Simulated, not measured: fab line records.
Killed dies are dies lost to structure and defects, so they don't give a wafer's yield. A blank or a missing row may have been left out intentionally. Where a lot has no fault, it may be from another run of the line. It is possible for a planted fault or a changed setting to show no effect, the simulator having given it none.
Problem report in the 8D (eight disciplines) form, filled by code | flow sky130 | the parts of the form that need people (team, actions taken, sign-off) are left out

== 1. WHAT IS WRONG ==
heater power total W at SKY_VIA4_SOFTBAKE_07 reads a mean of 58.61 W on 6 wafers of 2 lots; wafers without a fault read 56.60 W with a standard deviation of 0.047. That puts it +43 standard deviations away from the usual mean.
The step: time 60 s.
The first sign was on wafer L589.2 at day 46 06:52, on litho track-02. The record holds 36 wafers of 12 lots with a number at this step. Rule for "out", or "out of limits": more than 4 standard deviations from the usual mean. The other wafers with a number count as sound.

== 2. WHAT IT IS; WHAT IT IS NOT ==
question                    | is                                 | is not
which readings at this step | heater power total W, plate temp C | -
which lots                  | L589, L595                         | L581, L582, L583, L586, L587, L588, L596, L598, L599, L600
which wafers of those lots  | all that have a number             | -
read on which tools         | litho track-02                     | litho track-01, litho track-03
when                        | from day 46 06:52                  | up to then (18 sound wafers); but 12 sound wafers of L596, L598, L599, L600 came after

== 3. SUSPECTS, AND WHAT RULES EACH OUT ==
Counting: any tool at a process step up to the reading is kept as a suspect provided that every lot that is out went through it and no sound lot did after the first of them.
- litho track-02 at SKY_VIA4_SOFTBAKE_07 (time 60 s): kept. It processed each lot that is out, first L589 at day 46 06:52, and no sound lot thereafter; up to then, the last sound lot it processed was L586 at day 46 01:50. Out on those wafers are its own readings of heater power total W, plate temp C.
After counting, what remains is litho track-02 at SKY_VIA4_SOFTBAKE_07.

== 4. THE CAUSE (what the simulator had put in) ==
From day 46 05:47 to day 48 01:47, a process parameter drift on litho track-02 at SKY_VIA4_SOFTBAKE_07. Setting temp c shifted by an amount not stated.
Only this tool survived the counting.

== 5. SEQUENCE OF EFFECTS, ordered by route ==
Each row: a reading whose mean over the struck wafers that have a number lies more than 3 standard deviations from the usual. Readings are gone through only where the record gives a usual standard deviation; hours: the median, over the lots, of the time from a lot's start at the first step in this table giving one to that lot's start at this step; sigmas: the change measured in usual standard deviations.
hours | step                 | reading              | usual   | on struck wafers | change | sigmas
0     | SKY_VIA4_SOFTBAKE_07 | heater power total W | 56.60 W | 58.61            | +2.01  | +43
0     | SKY_VIA4_SOFTBAKE_07 | plate temp C         | 90.00 C | 92.28            | +2.28  | +19
Process steps it contains:
- SKY_VIA4_SOFTBAKE_07: time 60 s.

== 6. HOW IT WOULD HAVE BEEN CAUGHT EARLIER ==
In this record the first reading out of limits was taken at day 46 06:52, 1 hour after the fault began at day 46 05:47.
